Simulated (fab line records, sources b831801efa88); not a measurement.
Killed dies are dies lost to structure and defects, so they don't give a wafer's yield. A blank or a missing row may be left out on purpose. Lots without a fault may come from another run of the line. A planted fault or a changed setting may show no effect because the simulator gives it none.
fab line records | flow gf180mcu
record lots=7 wafers=21 last_day=33
route steps=602 shown TOP_METAL@583 PASSIVATION@587
lots that met no fault: from a run of the same line without faults
start_h: hours from the record's first day to the start of the lot's first wafer shown | wait_h: hours since the lot's step before | " the same as in the row above | L1.1+2: a row that stands for several wafers | - no value, or no start given | * or withheld: withheld | < > ~ a bound
route shown NAME@n: a module of which the file shows steps, and the number in the route of the first | usual: mean/standard deviation of fault-free wafers | same: alike in all rows | chamber/n: place in a boat | sites: the reading at each site | _std_site: their standard deviation | _edge_site: outer sites' mean less inner sites' | radius_mm: how far each site lies from the wafer's centre | mask NAME#n: copy n | behind: the tool/chamber that last shaped the wafer | hold: why the lot was held/for how many hours/how that ended | device: the transistor (n, p or np) that didn't switch | end of line: the same wafers' tests at the end of the route | a step without rows: its recipe alone | killed: dies lost to structure and defects at the first sort, not the wafer's yield | map: a wafer's dies, x killed, . not, _ none there
set.NAME: the setting as run; set.NAME@STEP: as run at that earlier step | model.NAME: the simulator's own value behind a step, which no gauge read
lots at some steps of the route; a table a step, a row a wafer
services: from which hour (start_h, from the record's first day; less than 0 if before it) a tool's chamber was out of use, for how many hours, and why
## steps
# step GF_TOP_METAL_METAL_ETCH_16
# recipe chemistry=Cl2/BCl3 mask_material=NOVOLAK target_depth_nm=1077.5 stop_on=SiO2 pressure_mtorr=8 icp_w=800 bias_w=140 Cl2_flow_sccm=80 bcl3_flow_sccm=40 time_s=179.6
# usual drypump_motor_current_A=6.0/0.57 oes_product_au=0.968/0.0063 throttle_valve_pct=28.254/0.01
# columns lot.wafer tool chamber start_h wait_h drypump_motor_current_A oes_product_au rf_hours_counter_h throttle_valve_pct
L557.1 rie_metal-04 1 672.04 0.0 5.2 0.977 1 28.247
L557.2 " 0 " " 6.3 0.969 5 28.248
L557.3 " 0 " " 6.3 0.977 - 28.255
L569.1 rie_metal-03 1 751.62 0.0 5.5 0.955 12 28.260
L569.4 " 1 " " 5.5 0.976 - 28.240
L569.6 " 0 " " 5.3 0.973 - 28.267
L570.1 rie_metal-04 0 758.82 0.0 6.2 0.967 9 28.236
L570.2 " 1 " " 5.1 0.964 4 28.259
L570.5 " 0 " " 6.2 0.968 - 28.262
L571.2 rie_metal-01 0 768.82 0.0 6.7 0.959 11 28.256
L571.3 " 1 " " 5.8 0.964 - 28.260
L571.6 " 1 " " 5.8 0.967 - 28.244
L572.1 rie_metal-03 1 770.07 0.0 5.5 0.978 13 28.243
L572.5 " 1 " " 5.5 0.981 - 28.234
L572.6 " 0 " " 5.3 0.975 - 28.268
L573.1 rie_metal-04 1 774.49 0.0 5.1 0.973 5 28.269
L573.2 " 0 " " 6.3 0.972 10 28.268
L573.6 " 1 " " 5.1 0.965 - 28.253
L574.3 rie_metal-04 0 781.56 0.1 6.3 0.968 - 28.255
L574.5 " 0 " " 6.3 0.966 - 28.254
L574.6 " 0 " " 6.3 0.970 - 28.242
# step GF_TOP_METAL_STRIP_17
# recipe chemistry=O2/N2 power_w=1400 pressure_mtorr=1500 platen_temp_c=250 o2_flow_sccm=3000 n2_flow_sccm=300 overash_fraction=0.5
# usual drypump_motor_current_A=5.6/0.36 heater_power_w=305/16 o2_flow_sccm=3001/7.7 oes_product_au=0.711/0.0049 platen_temp_c=250.00/0.16 strip_time_to_endpoint_s=13.49/0.094
# columns lot.wafer tool chamber start_h wait_h drypump_motor_current_A heater_power_w o2_flow_sccm oes_product_au platen_temp_c rf_hours_counter_h strip_time_to_endpoint_s
L557.1 plasma_asher-02 1 672.22 0.1 6.0 291 3004 0.702 249.75 55 13.46
L557.2 " 0 " " 5.3 292 2996 0.711 249.85 55 13.45
L557.3 " 1 " " 6.1 293 2994 0.713 250.12 - 13.31
L569.1 plasma_asher-03 0 751.80 0.1 5.9 297 2996 0.714 250.05 0 13.35
L569.4 " 0 " " 5.9 296 2999 0.708 249.96 - 13.37
L569.6 " 0 " " 5.9 300 2997 0.715 249.87 - 13.48
L570.1 plasma_asher-02 1 759.00 0.1 6.1 295 2998 0.708 249.79 64 13.63
L570.2 " 0 " " 5.3 281 2987 0.709 249.83 64 13.65
L570.5 " 0 " " 5.3 284 2989 0.706 249.67 - 13.58
L571.2 plasma_asher-04 0 769.00 0.1 4.9 323 2998 0.708 250.15 108 13.55
L571.3 " 0 " " 4.9 321 3014 0.709 249.99 - 13.50
L571.6 " 1 " " 5.7 301 3004 0.703 249.95 - 13.55
L572.1 plasma_asher-03 1 770.25 0.1 5.5 329 3005 0.717 250.04 3 13.38
L572.5 " 1 " " 5.5 331 2995 0.708 250.11 - 13.41
L572.6 " 0 " " 5.9 294 3015 0.707 249.99 - 13.43
L573.1 plasma_asher-03 1 774.67 0.1 5.5 323 3004 0.703 250.37 3 13.46
L573.2 " 0 " " 5.9 299 3006 0.708 249.89 3 13.33
L573.6 " 1 " " 5.5 322 3003 0.711 250.43 - 13.50
L574.3 plasma_asher-03 1 781.83 0.2 5.5 324 3002 0.722 249.94 - 13.49
L574.5 " 1 " " 5.5 323 3005 0.706 249.70 - 13.48
L574.6 " 0 " " 5.9 291 3001 0.716 250.18 - 13.52
# step GF_TOP_METAL_STRIP_18
# recipe chemistry=post_etch_residue_remover time_s=1200 temp_c=72.5
# step GF_TOP_METAL_CLEAN_19
# recipe chemistry=DIW dry=n2_spin
# step GF_PASSIVATION_CVD_00
# recipe material=SiO2 target_thk_nm=1000 precursor=TEOS temp_c=400 time_s=111.95 rf_w=600
# usual heater_power_w=724/110
# columns lot.wafer tool chamber start_h wait_h heater_power_w
L557.1 pecvd-02 0 672.75 0.0 943
L557.2 " 1 " " 795
L557.3 " 2 " " 815
L569.1 pecvd-01 2 752.33 0.0 735
L569.4 " 0 " " 524
L569.6 " 1 " " 813
L570.1 pecvd-04 1 759.56 0.0 728
L570.2 " 2 " " 784
L570.5 " 0 " " 555
L571.2 pecvd-01 0 769.53 0.0 563
L571.3 " 1 " " 746
L571.6 " 0 " " 610
L572.1 pecvd-01 2 770.81 0.0 767
L572.5 " 0 " " 662
L572.6 " 2 " " 609
L573.1 pecvd-04 2 775.20 0.0 725
L573.2 " 0 " " 672
L573.6 " 0 " " 694
L574.3 pecvd-01 2 782.33 0.0 777
L574.5 " 0 " " 629
L574.6 " 2 " " 605
# step GF_PASSIVATION_THK_MEAS_01
# recipe reads=SiO2_of_PASSIVATION_CVD_00
# usual PASSIVATION_CVD_00_THK=1005/15
# columns lot.wafer tool chamber start_h wait_h PASSIVATION_CVD_00_THK[nm]
L557.1 film_metro-01 - 672.83 0.0 1012
L557.2 " - " " 1014
L557.3 " - " " 1019
L569.1 film_metro-02 - 752.41 0.0 994
L569.4 " - " " 1022
L569.6 " - " " 1018
L570.1 film_metro-01 - 759.68 0.1 973
L570.2 " - " " 987
L570.5 " - " " 1005
L571.2 film_metro-03 - 769.62 0.0 999
L571.3 " - " " 1011
L571.6 " - " " 1025
L572.1 film_metro-03 - 770.89 0.0 993
L572.5 " - " " 1019
L572.6 " - " " 1014
L573.1 film_metro-02 - 775.28 0.0 993
L573.2 " - " " 986
L573.6 " - " " 1027
L574.3 film_metro-03 - 782.42 0.1 974
L574.5 " - " " 1009
L574.6 " - " " 992
# step GF_PASSIVATION_CVD_02
# recipe material=Si3N4 target_thk_nm=700 time_s=486.18 temp_c=400 rf_w=450
# usual heater_power_w=802/100
# columns lot.wafer tool chamber start_h wait_h heater_power_w
L557.1 pecvd-04 2 672.89 0.1 756
L557.2 " 1 " " 804
L557.3 " 0 " " 708
L569.1 pecvd-04 2 752.47 0.1 818
L569.4 " 1 " " 806
L569.6 " 2 " " 657
L570.1 pecvd-02 2 759.74 0.1 882
L570.2 " 0 " " 960
L570.5 " 2 " " 894
L571.2 pecvd-02 1 769.67 0.0 981
L571.3 " 0 " " 977
L571.6 " 2 " " 716
L572.1 pecvd-02 1 770.95 0.1 956
L572.5 " 2 " " 806
L572.6 " 1 " " 795
L573.1 pecvd-01 0 775.34 0.1 704
L573.2 " 2 " " 778
L573.6 " 1 " " 736
L574.3 pecvd-02 0 782.46 0.0 1012
L574.5 " 1 " " 954
L574.6 " 2 " " 725
# step GF_PASSIVATION_THK_MEAS_03
# recipe reads=Si3N4_of_PASSIVATION_CVD_02
# usual PASSIVATION_CVD_02_THK=701/8.8
# columns lot.wafer tool chamber start_h wait_h PASSIVATION_CVD_02_THK[nm]
L557.1 film_metro-01 - 673.18 0.1 695
L557.2 " - " " 699
L557.3 " - " " 696
L569.1 film_metro-03 - 752.75 0.1 698
L569.4 " - " " 700
L569.6 " - " " 708
L570.1 film_metro-01 - 760.03 0.1 698
L570.2 " - " " 685
L570.5 " - " " 703
L571.2 film_metro-03 - 769.97 0.2 704
L571.3 " - " " 691
L571.6 " - " " 710
L572.1 film_metro-03 - 771.24 0.1 689
L572.5 " - " " 702
L572.6 " - " " 703
L573.1 film_metro-02 - 775.63 0.1 705
L573.2 " - " " 689
L573.6 " - " " 709
L574.3 film_metro-01 - 782.77 0.2 697
L574.5 " - " " 700
L574.6 " - " " 703
# step GF_PASSIVATION_DEHYDRATE_04
# recipe temp_c=200 time_s=60
# step GF_PASSIVATION_HMDS_05
# recipe prime_time_s=60 prime_temp_c=120
# step GF_PASSIVATION_COAT_06
# recipe spin_rpm=1952 resist_thk_nm=4000
# step GF_PASSIVATION_SOFTBAKE_07
# recipe temp_c=110 time_s=withheld
# step GF_PASSIVATION_EXPOSE_08
# recipe mask_id=Pad target_cd_nm=40000 na=0.57 dose_mj=310
# usual exposure_dose_mJ_cm2=310.1/0.32 focus_offset_nm=0.0/0.54 na=0.57/0 reticle_temp_C=23.01/0.1
# columns lot.wafer tool chamber start_h wait_h mask exposure_dose_mJ_cm2 focus_offset_nm na reticle_temp_C
L557.1 iline_stepper-01 0 682.80 - Pad#0 309.9 0.5 0.57 22.84
L557.2 " 0 " " Pad#0 310.1 0.4 0.57 22.90
L557.3 " 0 " " Pad#0 309.7 0.2 0.57 22.86
L569.1 iline_stepper-02 - 760.70 - Pad#0 - - - -
L569.4 " - " " Pad#0 - - - -
L569.6 " - " " Pad#0 - - - -
L570.1 iline_stepper-01 - 768.27 - Pad#0 - - - -
L570.2 " - " " Pad#0 - - - -
L570.5 " - " " Pad#0 - - - -
L571.2 iline_stepper-01 - 777.82 - Pad#0 - - - -
L571.3 " - " " Pad#0 - - - -
L571.6 " - " " Pad#0 - - - -
L572.1 iline_stepper-01 0 778.87 - Pad#0 309.6 -0.1 0.57 23.05
L572.5 " 0 " " Pad#0 310.0 -0.2 0.57 23.01
L572.6 " 0 " " Pad#0 309.3 0.8 0.57 22.93
L573.1 iline_stepper-02 0 783.39 - Pad#0 309.8 0.3 0.57 22.98
L573.2 " 0 " " Pad#0 309.4 0.8 0.57 22.98
L573.6 " 0 " " Pad#0 309.1 -0.6 0.57 23.07
L574.3 iline_stepper-01 0 790.76 - Pad#0 309.6 0.6 0.57 23.03
L574.5 " 0 " " Pad#0 309.9 1.0 0.57 23.08
L574.6 " 0 " " Pad#0 310.2 0.8 0.57 23.06
# step GF_PASSIVATION_PEB_09
# recipe temp_c=115 time_s=withheld
## services
# columns tool chamber start_h hours kind
iline_stepper-02 0 655.92 - calibration
plasma_asher-03 - 657.16 2.8 pm
rie_metal-01 1 666.51 - clean
pecvd-01 0 677.58 4.2 repair
plasma_asher-03 - 684.96 3.8 repair
iline_stepper-01 - 701.78 4.5 repair
pecvd-02 - 713.12 2.0 repair
iline_stepper-01 - 716.23 2.1 pm
iline_stepper-01 - 718.31 - consumable_replace:lamp
plasma_asher-03 - 733.75 9.0 pm
plasma_asher-03 0 733.75 14.1 vent_cycle
plasma_asher-03 1 733.75 14.1 vent_cycle
rie_metal-01 0 733.95 2.2 repair
iline_stepper-01 - 738.75 1.7 pm
plasma_asher-03 - 742.38 5.5 repair
plasma_asher-03 0 742.75 - clean
plasma_asher-03 1 742.75 - clean
plasma_asher-02 - 750.26 3.0 repair
iline_stepper-02 - 751.64 1.3 repair
iline_stepper-02 - 752.96 1.7 pm
plasma_asher-02 - 763.68 7.7 repair
rie_metal-03 1 774.56 13.0 repair
rie_metal-04 1 777.28 21.7 repair
plasma_asher-03 - 787.54 1.6 repair
## key
first_sign step=GF_PASSIVATION_EXPOSE_08 reading=tool_record direction=missing
effect none on later readings
met_at GF_PASSIVATION_EXPOSE_08
struck_wafers L569.1,L569.4,L569.6,L570.1,L570.2,L570.5,L571.2,L571.3,L571.6
later_rows_left_out L569.1,L569.4,L569.6,L570.1,L570.2,L570.5,L571.2,L571.3,L571.6
sort_left_out L569.1,L569.4,L569.6,L570.1,L570.2,L570.5,L571.2,L571.3,L571.6
onset_between 682.80 760.70
fault kind=skipped_step_whole tool=iline_stepper-01,iline_stepper-02 chamber=- onset_h=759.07 steps=GF_PASSIVATION_EXPOSE_08 scope=struck_lots_only
# sort_left_out: the simulated sort isn't trusted on such a fault, so these wafers' sort isn't shown, and their yield isn't known
# later_rows_left_out: the simulator's readings of these wafers behind a module that went badly wrong aren't trusted and aren't shown, but for the sort
